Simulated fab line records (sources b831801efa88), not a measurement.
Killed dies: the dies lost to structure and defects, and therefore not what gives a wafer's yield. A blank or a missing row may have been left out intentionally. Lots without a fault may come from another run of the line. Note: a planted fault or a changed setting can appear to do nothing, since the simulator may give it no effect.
fab line records	flow sky130
[record] lots = 4	wafers = 12	lastDay = 50
route steps=708 shown LDD_LDN@292 SPACER@304 POLY_CUT@307 SD_P@320 RES_XHIGH@332 SALICIDE@361 PAD_OPEN@708
lots untouched by any fault: they come from a run of this same line in which no faults occurred
startH: start of the lot's first displayed wafer, in hours after the record's first day	waitH: time in hours since the lot's previous step	" same as the row above	L1.1+2: a single row standing in for several wafers	- no value, or no start given	* or withheld: withheld	< > ~ a bound
route shown NAME@n: names a module that has steps shown in the file, with the first one's number in the route	usual: mean and standard deviation over wafers with no fault	same: alike in all rows	chamber/n: place in a boat	sites: readings site by site	_std_site: standard deviation across them	_edge_site: outer sites' mean less inner sites'	radiusMm: how far each site lies from the wafer's centre	mask NAME#n: copy n	behind: the tool/chamber that last shaped the wafer	hold: the reason the lot was held/the length of the hold in hours/how it ended	device: the transistor (n, p or np) that didn't switch	end of line: tests of these same wafers at the route's end	step lacking rows: just its recipe	killed: not the wafer's yield, but the dies lost to structure and defects at the first sort	map: shows each die of a wafer: x if killed, . if not, _ if none is there
set.NAME: setting as actually run; set.NAME@STEP: the setting as run at that earlier step	model.NAME: the simulator's own value behind a step, which no gauge read
a table for each step, a row for each wafer; lots at some steps of the route
services: the hour from which a tool's chamber was out of use, counted from the record's first day as startH (under 0 if before that day), plus the number of hours and why
[[steps]]
[step SKY_LDD_LDN_SOFTBAKE_03]
[recipe] tempC = 90	timeS = 60	resist = NOVOLAK
[step SKY_LDD_LDN_EXPOSE_04]
[recipe] maskId = LDNTM	na = 0.6	sourceShape = conventional	sigmaOuter = 0.6	polarization = unpolarized	targetCdNm = 700	doseMj = 140
[step SKY_LDD_LDN_PEB_05]
[recipe] tempC = withheld	timeS = *	resist = NOVOLAK
[step SKY_LDD_LDN_DEVELOP_06]
[recipe] resist = NOVOLAK	developer = TMAH	developTimeS = 60	devTempC = 22.54
[step SKY_LDD_LDN_IMPLANT_08]
[recipe] species = As	energyKev = 15	doseCm2 = 1.25e+13	tiltDeg = withheld	rotationDeg = 23
[step SKY_LDD_LDN_IMPLANT_09]
[recipe] species = As	energyKev = 14.91	doseCm2 = 1.25e+13	tiltDeg = withheld	rotationDeg = 113
[step SKY_LDD_LDN_IMPLANT_10]
[recipe] species = As	energyKev = 15	doseCm2 = 1.25e+13	tiltDeg = withheld	rotationDeg = 203
[step SKY_LDD_LDN_IMPLANT_11]
[recipe] species = As	energyKev = 15	doseCm2 = 1.25e+13	tiltDeg = withheld	rotationDeg = 293
[step SKY_LDD_LDN_STRIP_12]
[recipe] chemistry = O2/N2	powerW = 1400	pressureMtorr = 1500	platenTempC = withheld	o2FlowSccm = 3000	n2FlowSccm = 300	overashFraction = 0.5
[step SKY_LDD_LDN_CLEAN_14]
[recipe] chemistry = SC1/SC2	mix = 1:4:20	tempC = 70	timeS = 150	dry = n2Spin
[step SKY_SPACER_CVD_00]
[recipe] material = Si3N4	precursor = DCS/NH3	targetThkNm = 43.1	tempC = 770	timeS = 740	pressureMtorr = 250
[usual] spikeTcCentreC = 770.9/1	spikeTcLowerC = 770.4/1.1	spikeTcUpperC = 770.7/1.1	susceptorTempC = 770.1/0.3	zonePowerLowerPct = 13.8/1.5
lot.wafer	tool	chamber	startH	waitH	spikeTcCentreC	spikeTcLowerC	spikeTcUpperC	susceptorTempC	zonePowerLowerPct	model.Si3N4_of_SPACER_CVD_00.thkNm
L360.1	lpcvd-02	1	588.07	0.0	770.1	770.8	769.4	770.1	15.0	43.24
L360.5	"	1	"	"	770.7	769.6	772.0	770.1	14.9	42.93
L360.6	"	1	"	"	768.2	770.9	768.5	770.0	15.0	43
L364.3	lpcvd-02	1	622.47	1.1	765.8	766.9	766.9	766.0	14.7	39.92
L364.5	"	1	"	"	765.5	764.1	765.0	766.1	14.9	40.17
L364.6	"	1	"	"	766.8	765.7	767.4	765.9	14.8	39.85
L365.1	lpcvd-02	1	628.72	0.0	765.8	766.7	764.6	766.2	14.5	40.24
L365.4	"	1	"	"	766.5	766.5	767.1	766.1	14.7	40.2
L365.5	"	1	"	"	767.1	767.0	767.8	766.0	14.5	39.95
L376.1	lpcvd-02	0	707.38	0.2	770.9	770.6	770.2	769.3	11.9	42.86
L376.3	"	0	"	"	772.1	770.6	769.2	770.2	12.0	43.02
L376.4	"	0	"	"	772.0	771.0	769.7	769.6	12.0	42.98
[step SKY_SPACER_THK_MEAS_01]
[recipe] reads = Si3N4_of_SPACER_CVD_00
[usual] SPACER_CVD_00_THK = 43.1/0.35
lot.wafer	tool	chamber	startH	waitH	SPACER_CVD_00_THK[nm]
L360.1	filmMetro-01	-	589.27	0.0	43.2
L360.5	"	-	"	"	42.9
L360.6	"	-	"	"	43.0
L364.3	filmMetro-03	-	623.70	0.0	39.9
L364.5	"	-	"	"	40.2
L364.6	"	-	"	"	39.9
L365.1	filmMetro-01	-	629.93	0.0	40.2
L365.4	"	-	"	"	40.3
L365.5	"	-	"	"	39.9
L376.1	filmMetro-01	-	708.59	0.0	42.9
L376.3	"	-	"	"	43.0
L376.4	"	-	"	"	43.0
[step SKY_SPACER_ETCHBACK_02]
[recipe] chemistry = CH3F/O2	target = Si3N4	stopOn = SiO2	sourceW = 400	biasW = 80	pressureMtorr = 25	ch3fFlowSccm = 40	O2_flow_sccm = 30	timeS = 46.7	targetDepthA = 450
[usual] drypumpMotorCurrentA = 5.8/0.39	oesProductAu = 0.855/0.0063	throttleValvePct = 10.562/0.0086
lot.wafer	tool	chamber	startH	waitH	drypumpMotorCurrentA	oesProductAu	rfHoursCounterH	throttleValvePct	model.etch.depthNm
L360.1	rieDiel-02	1	589.33	0.1	5.6	0.855	76	10.553	43.24
L360.5	"	3	"	"	6.0	0.854	-	10.566	42.93
L360.6	"	0	"	"	5.5	0.849	-	10.556	43
L364.3	rieDiel-01	1	623.74	0.0	5.9	0.811	3	10.559	39.92
L364.5	"	1	"	"	5.9	0.829	-	10.545	40.17
L364.6	"	0	"	"	5.8	0.815	-	10.575	39.85
L365.1	rieDiel-03	0	629.99	0.1	6.4	0.830	5	10.547	40.24
L365.4	"	2	"	"	5.0	0.824	15	10.558	40.2
L365.5	"	3	"	"	6.3	0.825	-	10.541	39.95
L376.1	rieDiel-02	1	708.65	0.1	5.6	0.845	2	10.554	42.86
L376.3	"	0	"	"	5.5	0.860	1	10.569	43.02
L376.4	"	2	"	"	6.2	0.845	3	10.547	42.98
[step SKY_POLY_CUT_DEHYDRATE_00]
[recipe] tempC = 200	timeS = 60
[step SKY_POLY_CUT_HMDS_01]
[recipe] primeTimeS = 60	primeTempC = 120
[step SKY_POLY_CUT_COAT_02]
[recipe] resist = BARC	tempC = withheld	timeS = withheld	spinRpm = 3000	resistThkNm = 60
[step SKY_POLY_CUT_COAT_03]
[recipe] resist = KrF-thick	spinRpm = 3000	resistThkNm = 450
[step SKY_POLY_CUT_SOFTBAKE_04]
[recipe] tempC = 100	timeS = 90	resist = KrF-thick
[step SKY_POLY_CUT_EXPOSE_05]
[recipe] maskId = NPCM	na = 0.8	sourceShape = annular	sigmaInner = 0.55	sigmaOuter = 0.85	targetCdNm = 270	doseMj = 32
[step SKY_POLY_CUT_PEB_06]
[recipe] pebTempC = withheld	pebTimeS = withheld	resist = KrF-thick
[step SKY_POLY_CUT_DEVELOP_07]
[recipe] developTimeS = 60	resist = KrF-thick	devTempC = 21
[step SKY_POLY_CUT_ETCH_10]
[recipe] chemistry = N2/H2	target = BARC	ionEnergyEv = 200	sourceW = 500	biasW = 100	pressureMtorr = 30	n2FlowSccm = 100	h2FlowSccm = 200	stopOn = SiO2	timeS = 45.9	targetDepthA = 600
[step SKY_POLY_CUT_ETCH_11]
[recipe] target = Si3N4	chemistry = CF4/CH2F2/Ar	stopOn = poly-Si	sourceW = 600	biasW = 150	pressureMtorr = 40	cf4FlowSccm = 40	ch2f2FlowSccm = 20	Ar_flow_sccm = 150	timeS = 42.5	targetDepthA = 600
[step SKY_POLY_CUT_STRIP_12]
[recipe] chemistry = O2/N2	powerW = 1400	pressureMtorr = 1500	platenTempC = withheld	o2FlowSccm = 3000	n2FlowSccm = 300	overashFraction = 0.5
[step SKY_SD_P_DEHYDRATE_00]
[recipe] tempC = 200	timeS = 60
[step SKY_SD_P_HMDS_01]
[recipe] primeTimeS = 60	primeTempC = 120
[step SKY_SD_P_COAT_02]
[recipe] resist = NOVOLAK	spinRpm = 3000	resistThkNm = 1140
[step SKY_SD_P_SOFTBAKE_03]
[recipe] tempC = 90	timeS = 60	resist = NOVOLAK
[step SKY_SD_P_EXPOSE_04]
[recipe] maskId = PSDM	na = 0.6	sourceShape = conventional	sigmaOuter = 0.6	polarization = unpolarized	targetCdNm = 380	doseMj = 138
[step SKY_SD_P_PEB_05]
[recipe] tempC = withheld	timeS = *	resist = NOVOLAK
[step SKY_SD_P_DEVELOP_06]
[recipe] resist = NOVOLAK	developer = TMAH	developTimeS = 60	devTempC = 23
[step SKY_SD_P_IMPLANT_09]
[recipe] species = BF2	energyKev = 20	doseCm2 = 3e+15	tiltDeg = 0
[step SKY_SD_P_STRIP_10]
[recipe] chemistry = O2/N2	powerW = 1400	pressureMtorr = 1500	platenTempC = withheld	o2FlowSccm = 3000	n2FlowSccm = 300	overashFraction = 0.5
[step SKY_RES_XHIGH_DEHYDRATE_00]
[recipe] tempC = 200	timeS = 60
[step SKY_RES_XHIGH_HMDS_01]
[recipe] primeTimeS = 60	primeTempC = 120
[step SKY_SALICIDE_CLEAN_00]
[recipe] chemistry = HF-last	timeS = 29.05	dilution = 100:1	dry = ipaMarangoni
lot.wafer	tool	chamber	startH	waitH	model.Si3N4_of_SPACER_CVD_00.thkNm
L360.1	wetBench-04	2	705.25	0.1	42.27
L360.5	"	2	"	"	41.96
L360.6	"	2	"	"	42.04
L364.3	wetBench-02	3	737.93	0.1	38.97
L364.5	"	3	"	"	39.21
L364.6	"	3	"	"	38.9
L365.1	wetBench-04	2	744.17	0.1	39.28
L365.4	"	2	"	"	39.25
L365.5	"	2	"	"	38.99
L376.1	wetBench-02	2	816.74	0.1	41.91
L376.3	"	2	"	"	42.06
L376.4	"	2	"	"	42.03
[step SKY_PAD_OPEN_PROBE_99]
[usual] killed_at_M0_to_M3 = 43/6.5	killed_at_M4_up = 3.2/1.8	killedAtContacts = 24/5	killedAtFrontEnd = 15/4.1	killedAtOther = 0.3/0.54	killedDies = 85/9.3	killedOpen = 47/7.2	killedShort = 39/5.9
[same] grossDies = 492	killedAtBackSide = 0
lot.wafer	tool	chamber	startH	waitH	killed_at_M0_to_M3	killed_at_M4_up	killedAtContacts	killedAtFrontEnd	killedAtOther	killedDies	killedOpen	killedShort	model.etest.pfet_01v8.rOnOhmUm	model.etest.sonosUncharged.rOnOhmUm	model.etest.pfet_01v8.driveUaUm	model.etest.pfet_01v8_hvt.driveUaUm	model.etest.pfet_01v8_hvt.offLog10AUm
L360.1	prober-01	-	1119.92	0.1	49	3	31	10	2	95	45	49	2912	806.9	192.3	143.1	-13.15
L360.5	prober-01	-	1120.12	0.2	47	2	22	14	0	85	42	43	2871	791.3	195.8	144.9	-13.09
L360.6	prober-01	-	1120.17	0.2	39	2	31	17	1	90	52	37	2905	808.2	190.8	142.6	-13.11
L364.3	prober-02	-	1141.96	0.2	51	5	31	10	1	98	55	43	2797	786.4	200.6	149.4	-12.81
L364.5	prober-02	-	1142.06	0.2	34	4	21	17	0	76	45	31	2808	783.6	198.6	148.6	-13.01
L364.6	prober-02	-	1142.11	0.2	36	1	21	21	0	79	38	41	2774	778	203.4	150.3	-12.74
L365.1	prober-02	-	1146.70	0.1	45	3	33	17	1	99	64	35	2780	790.3	202.2	151.2	-12.9
L365.4	prober-02	-	1146.85	0.2	43	3	24	11	0	81	49	32	2696	781.2	208.3	156.5	-12.64
L365.5	prober-02	-	1146.90	0.2	35	4	24	9	0	72	36	36	2700	796	208.5	155.8	-12.8
L376.1	prober-02	-	1191.67	0.1	34	6	23	16	0	79	39	40	2888	824	195.5	144.2	-13.09
L376.3	prober-02	-	1191.77	0.2	41	3	18	21	0	83	47	36	2846	806	194.8	144.4	-12.97
L376.4	prober-02	-	1191.82	0.2	48	2	24	8	0	82	44	37	2913	819	192.8	141.1	-13.23
// killed by level:class
L360.1 CONTACT:geometricParticle:open=12 VIA1:geometricParticle:open=11 VIA1:geometricParticle:short=9 CONTACT:geometricParticle:short=6 METAL2:geometricParticle:short=6 LI_CONTACT:geometricParticle:open=5 POLY_GATE:geometricParticle:open=4 VIA3:geometricParticle:open=4
L360.5 METAL1:geometricParticle:short=10 VIA1:geometricParticle:open=9 CONTACT:geometricParticle:open=7 VIA1:geometricParticle:short=7 VIA3:geometricParticle:open=7 LI_CONTACT:geometricParticle:open=6 LI_CONTACT:geometricParticle:short=4 METAL2:geometricParticle:short=4
L360.6 LI_CONTACT:geometricParticle:open=9 CONTACT:geometricParticle:open=9 VIA3:geometricParticle:open=8 CONTACT:geometricParticle:short=7 METAL2:geometricParticle:short=7 VIA2:geometricParticle:open=7 FIELD_ISO:geometricParticle:open=5 POLY_GATE:geometricParticle:short=5
L364.3 VIA1:geometricParticle:open=14 VIA2:geometricParticle:open=10 CONTACT:geometricParticle:open=9 LI_CONTACT:geometricParticle:open=8 VIA3:geometricParticle:open=7 POLY_GATE:geometricParticle:short=6 LOCAL_INTERCONNECT:geometricParticle:short=5 VIA1:geometricParticle:short=5
L364.5 CONTACT:geometricParticle:open=12 VIA1:geometricParticle:open=6 POLY_GATE:geometricParticle:open=6 VIA3:geometricParticle:open=6 METAL4:geometricParticle:short=4 FIELD_ISO:geometricParticle:short=4 CONTACT:geometricParticle:short=4 METAL1:geometricParticle:short=4
L364.6 METAL1:geometricParticle:short=8 VIA1:geometricParticle:short=7 POLY_GATE:geometricParticle:open=6 LI_CONTACT:geometricParticle:open=6 CONTACT:geometricParticle:open=6 POLY_GATE:geometricParticle:short=5 METAL2:geometricParticle:short=5 VIA1:geometricParticle:open=4
L365.1 VIA1:geometricParticle:open=14 CONTACT:geometricParticle:open=11 LI_CONTACT:geometricParticle:open=10 VIA2:geometricParticle:open=8 LI_CONTACT:geometricParticle:short=7 FIELD_ISO:geometricParticle:open=5 VIA1:geometricParticle:short=5 POLY_GATE:geometricParticle:short=4
L365.4 VIA1:geometricParticle:open=15 LI_CONTACT:geometricParticle:open=11 VIA3:geometricParticle:open=5 METAL1:geometricParticle:short=5 CONTACT:geometricParticle:open=5 FIELD_ISO:geometricParticle:short=4 VIA2:geometricParticle:open=4 POLY_GATE:geometricParticle:open=3
L365.5 CONTACT:geometricParticle:open=8 VIA2:geometricParticle:open=8 METAL3:geometricParticle:short=7 LI_CONTACT:geometricParticle:open=7 METAL4:geometricParticle:short=4 METAL2:geometricParticle:short=4 VIA1:geometricParticle:open=4 CONTACT:geometricParticle:short=4
L376.1 LI_CONTACT:geometricParticle:open=9 VIA1:geometricParticle:open=8 CONTACT:geometricParticle:open=6 CONTACT:geometricParticle:short=6 VIA1:geometricParticle:short=6 VIA2:geometricParticle:open=5 METAL4:geometricParticle:short=5 FIELD_ISO:geometricParticle:short=4
L376.3 VIA3:geometricParticle:open=9 POLY_GATE:geometricParticle:short=8 CONTACT:geometricParticle:open=8 VIA1:geometricParticle:open=7 LI_CONTACT:geometricParticle:open=5 VIA2:geometricParticle:open=5 VIA1:geometricParticle:short=4 POLY_GATE:geometricParticle:open=3
L376.4 CONTACT:geometricParticle:open=9 VIA1:geometricParticle:open=9 METAL1:geometricParticle:short=7 VIA1:geometricParticle:short=6 CONTACT:geometricParticle:short=6 VIA2:geometricParticle:open=6 VIA3:geometricParticle:open=5 POLY_GATE:geometricParticle:open=4
[[services]]
tool	chamber	startH	hours	kind
rieDiel-02	-	564.46	15.1	repair
rieDiel-02	2	579.58	-	clean
rieDiel-02	2	579.58	23.0	scheduledDown
rieDiel-02	2	579.58	23.0	ventCycle
rieDiel-01	2	598.93	2.7	repair
rieDiel-02	1	602.57	-	clean
rieDiel-02	1	602.57	15.8	scheduledDown
rieDiel-02	1	602.57	15.8	ventCycle
lpcvd-02	-	604.34	6.1	pm
rieDiel-02	0	635.11	-	clean
rieDiel-01	1	636.05	3.6	repair
rieDiel-02	3	673.17	13.3	repair
lpcvd-02	-	677.42	1.0	repair
rieDiel-03	3	696.28	5.6	repair
wetBench-04	-	723.97	0.9	repair
rieDiel-03	1	727.14	2.3	repair
rieDiel-03	3	728.91	12.7	repair
rieDiel-01	0	761.67	13.6	repair
lpcvd-02	-	767.30	0.3	repair
rieDiel-03	-	770.88	0.5	repair
rieDiel-03	1	776.43	6.7	repair
rieDiel-02	0	792.24	3.8	repair
rieDiel-02	0	801.27	6.8	repair
rieDiel-02	2	806.87	10.0	repair
[[key]]
[firstSign] step = SKY_SPACER_CVD_00	reading = susceptorTempC	direction = down	sigmas = 13	usual = *	struck = *
[effect] step = SKY_SPACER_CVD_00	reading = spikeTcCentreC	direction = down	sigmas = 4.6	usual = 770.9	struck = 766.2
[effect] step = SKY_SPACER_THK_MEAS_01	reading = SPACER_CVD_00_THK	direction = down	sigmas = 8.8	usual = 43.1	struck = 40.1
[effect] step = SKY_SPACER_ETCHBACK_02	reading = oesProductAu	direction = down	sigmas = 5.2	usual = 0.855	struck = 0.822
[modelEffect] step = SKY_SPACER_CVD_00	value = Si3N4_of_SPACER_CVD_00.thkNm	without = 43.32	struck = 40.05
[modelEffect] step = SKY_SPACER_ETCHBACK_02	value = etch.depthNm	without = 43.32	struck = 40.05
[modelEffect] step = SKY_SALICIDE_CLEAN_00	value = Si3N4_of_SPACER_CVD_00.thkNm	without = 42.37	struck = 39.1
[modelEffect] step = SKY_PAD_OPEN_PROBE_99	value = etest.pfet_01v8.rOnOhmUm	without = 2860	struck = 2759
metAt SKY_SPACER_CVD_00
struckWafers L364.3,L364.5,L364.6,L365.1,L365.4,L365.5
testerLeftOut L364,L365
onsetBetween 588.07 622.47
[fault] kind = processParameterDrift	tool = lpcvd-02	chamber = -	onsetH = 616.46	steps = SKY_SPACER_CVD_00	channel = tempC	offset = *	shape = step	endH = 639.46	actsIn = *	stated = *
// testerLeftOut: of these lots the tester's yield and bins aren't shown, on N5 and GAA mostly nor the transistor test; their killed dies are dies lost to structure and defects alone, not to doping, threshold or leakage, so they don't give the yield
